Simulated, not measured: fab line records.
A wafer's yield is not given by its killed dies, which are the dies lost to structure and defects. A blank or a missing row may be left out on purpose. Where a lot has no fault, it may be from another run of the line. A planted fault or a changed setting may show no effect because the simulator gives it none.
2 desks looking at one fault / flow gf180mcu / each desk holds nothing but its own numbers, with what lay behind them at the end

FOR THE TOOL OWNER'S DESK: rie diel-02
The tool's own readings at GF_V2_ETCH_17 (etches SiO2 in C4F8/O2/Ar, stops on TiN, target depth 630 nm): means of the sampled wafers that have a number, for each lot that ran on this tool. The brackets show how far a lot's mean lies from the usual mean; more than 4 standard deviations puts the lot out of limits, marked OUT.
Columns: A = bias w at GF_V2_ETCH_17, usual 1200 W; B = chamber pressure mTorr at GF_V2_ETCH_17, usual 40.00 mTorr; C = oes product au at GF_V2_ETCH_17, usual 0.857 a.u.
lot=L945; first seen here=day 20 02:00; A=1195; B=39.98; C=0.857
lot=L948; first seen here=day 21 06:00; A=1198; B=40.03; C=0.859
lot=L949; first seen here=day 22 02:00; A=1197; B=39.98; C=0.855
lot=L951; first seen here=day 22 14:00; A=1200; B=40.03; C=0.855
lot=L962; first seen here=day 26 05:00; A=1198; B=40.01; C=0.855
lot=L963; first seen here=day 26 16:00; A=1199; B=40.02; C=0.857
Result from this desk: across the 6 lots, nothing is out of limits.

FROM THE METROLOGY DESK
Lot by lot, what the gauges showed, no matter which tool ran the lot: averages of those sampled wafers that carry a number. The brackets show how far a lot's mean lies from the usual mean; more than 4 standard deviations puts the lot out of limits, marked OUT.
Columns: A = cd nm at GF_M2_CD_MEAS_14, usual 280.2 nm; B = V2_CVD_02_THK at GF_V2_THK_MEAS_03, usual 852 nm
lot=L945; first seen here=day 19 00:37; A=279.0; B=845
lot=L947; first seen here=day 20 01:54; A=279.6; B=859
lot=L948; first seen here=day 20 04:43; A=280.1; B=855
lot=L949; first seen here=day 21 00:53; A=279.3; B=857
lot=L951; first seen here=day 21 13:19; A=281.8; B=849
lot=L956; first seen here=day 23 11:40; A=281.1; B=866
lot=L957; first seen here=day 23 19:47; A=279.0; B=852
lot=L958; first seen here=day 24 01:59; A=280.8; B=857
lot=L962; first seen here=day 25 06:29; A=280.8; B=840
lot=L963; first seen here=day 25 17:23; A=279.1; B=841
lot=L966; first seen here=day 26 11:18; A=279.7; B=845
lot=L967; first seen here=day 26 17:31; A=279.1; B=855
Result from this desk: across the 12 lots, nothing is out of limits.

TAKEN TOGETHER
The desk of the tool owner found nothing out of limits.
At the metrology desk, nothing out of limits was observed.

WHAT THE SIMULATOR HAD INSERTED
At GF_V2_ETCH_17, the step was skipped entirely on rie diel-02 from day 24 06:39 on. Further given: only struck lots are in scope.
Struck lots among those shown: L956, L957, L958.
